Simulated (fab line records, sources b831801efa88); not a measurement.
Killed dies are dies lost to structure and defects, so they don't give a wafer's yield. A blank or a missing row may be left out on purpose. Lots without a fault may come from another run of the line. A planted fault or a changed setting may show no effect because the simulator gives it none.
A struck lot beside a sound one | flow sky130 | 15 steps out of a route of 708
Sound: wafers L658.2, L658.4, L658.5. Struck: wafer L657.5. (L657.1, L657.4 of the same lot were not struck and are left out.) The cause comes at the end.
At each step with rows: each side's tool, then ch and its chambers, then its first start. Under that, the readings that differ: sound wafers | struck wafers | difference of the means | sigmas: that difference in standard deviations of wafers without a fault.
alike: readings whose means differ by less than 2 such deviations, and words and numbers that are the same on both sides. not compared: withheld readings, readings that some wafer has no value for, bounds like >300 that may hide the same value, and numbers for which the record gives no deviation and whose values overlap.
The two part at a step that has a row with sigmas, a row that says differs or no value, or rows on one side only. Numbers that don't overlap but have no deviation are shown without sigmas and don't part them. A reading that every wafer of one side lacks parts them only if that side has two wafers or more.

SKY_VIA3_SPUTTER_20: material TiN, target thk 20 nm, time 80 s.
  sound on pvd_sputter-04, day 42 05:47; struck on pvd_sputter-02, day 42 00:21
  alike: chamber_pressure_pa, throttle_valve_pct
then, 1 step without rows for these wafers: SKY_VIA3_CVD_21 (deposits W, target thk 390 nm, time 117.31 s).
SKY_VIA3_RS_MEAS_22: measures by four-point-probe.
  sound on film_metro-01, day 42 05:59; struck on film_metro-01, day 42 00:32
  alike: VIA3_W_RS
SKY_VIA3_THK_MEAS_23: measures by xrf.
  sound on film_metro-01, day 42 06:06; struck on film_metro-01, day 42 00:39
  alike: VIA3_W_THK
SKY_VIA3_CMP_24: polishes, stops on SiO2, t overpolish 20 s, target thk 0 nm.
  sound on cmp-01 ch 0,3, day 42 06:09; struck on cmp-01 ch 1, day 42 00:56
  alike: motor_current_A, overpolish_run_s, slurry_filter_dp_kPa, time_to_endpoint_s
then, 1 step without rows for these wafers: SKY_METAL4_SPUTTER_00 (material Ti, target thk 15 nm, time 10 s).
SKY_METAL4_SPUTTER_01: material TiN, target thk 20 nm, time 16.7 s.
  sound on pvd_sputter-02, day 42 06:28; struck on pvd_sputter-03, day 42 01:13
  alike: chamber_pressure_pa, throttle_valve_pct
SKY_METAL4_SPUTTER_02: material AlCu, target thk 735 nm, time 39.1 s.
  sound on pvd_sputter-02, day 42 06:29; struck on pvd_sputter-03, day 42 01:14
  alike: chamber_pressure_pa, throttle_valve_pct
SKY_METAL4_SPUTTER_03: material Ti, target thk 5 nm, time 3.3 s.
  sound on pvd_sputter-02, day 42 06:32; struck on pvd_sputter-03, day 42 01:16
  alike: chamber_pressure_pa, throttle_valve_pct
then, 2 steps without rows for these wafers: SKY_METAL4_SPUTTER_04 (material TiN, target thk 70 nm, time 58.3 s); SKY_CAP2M_CVD_00 (deposits SiO2, target thk 15.5 nm).
SKY_CAP2M_THK_MEAS_01:
  sound on film_metro-04, day 42 06:38; struck on film_metro-04, day 42 01:22
  alike: CAP2M_CVD_00_THK
SKY_CAP2M_SPUTTER_02: material TiN, target thk 200 nm, time 166.7 s.
  sound on pvd_sputter-04, day 42 06:41; struck on pvd_sputter-02, day 42 01:25
  reading                  | sound                | struck | difference | sigmas
  chamber_pressure_pa (Pa) | 0.3987 0.4008 0.3978 | 0.4136 | +0.0145    | +16
  alike: throttle_valve_pct
SKY_CAP2M_RS_MEAS_03: measures by four-point-probe.
  sound on film_metro-04, day 42 06:49; struck on film_metro-03, day 42 01:32
  alike: CAP2M_TIN_RS
-- the record jumps here: 6 days lie between the struck wafers' starts before and after (it left off in module CAP2M and takes up again in module PAD_OPEN, whose first step shown is number 708 of the route) --
SKY_PAD_OPEN_PROBE_99:
  sound on prober-02, day 48 00:41; struck on prober-01, day 47 21:16
  alike: defect_limited_yield, killed_at_M0_to_M3, killed_at_M4_up, killed_at_contacts, killed_at_front_end, killed_at_other, killed_dies, killed_on_rim, killed_open, killed_short, sort_bin_3_pad_short, sort_bin_5_function, sort_bin_6_memory, sort_n_pass, sort_yield_pct

WHERE THEY PART
Only at SKY_CAP2M_SPUTTER_02, within this record. Later steps at which nothing parts them and some readings are alike: SKY_CAP2M_RS_MEAS_03, SKY_PAD_OPEN_PROBE_99.

WHY: what the simulator had put in
Process parameter drift: pvd_sputter-02, from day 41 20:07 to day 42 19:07, at SKY_CAP2M_SPUTTER_02. Setting chamber_pressure_pa, moved by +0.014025, from 0.4. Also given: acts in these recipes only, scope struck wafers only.
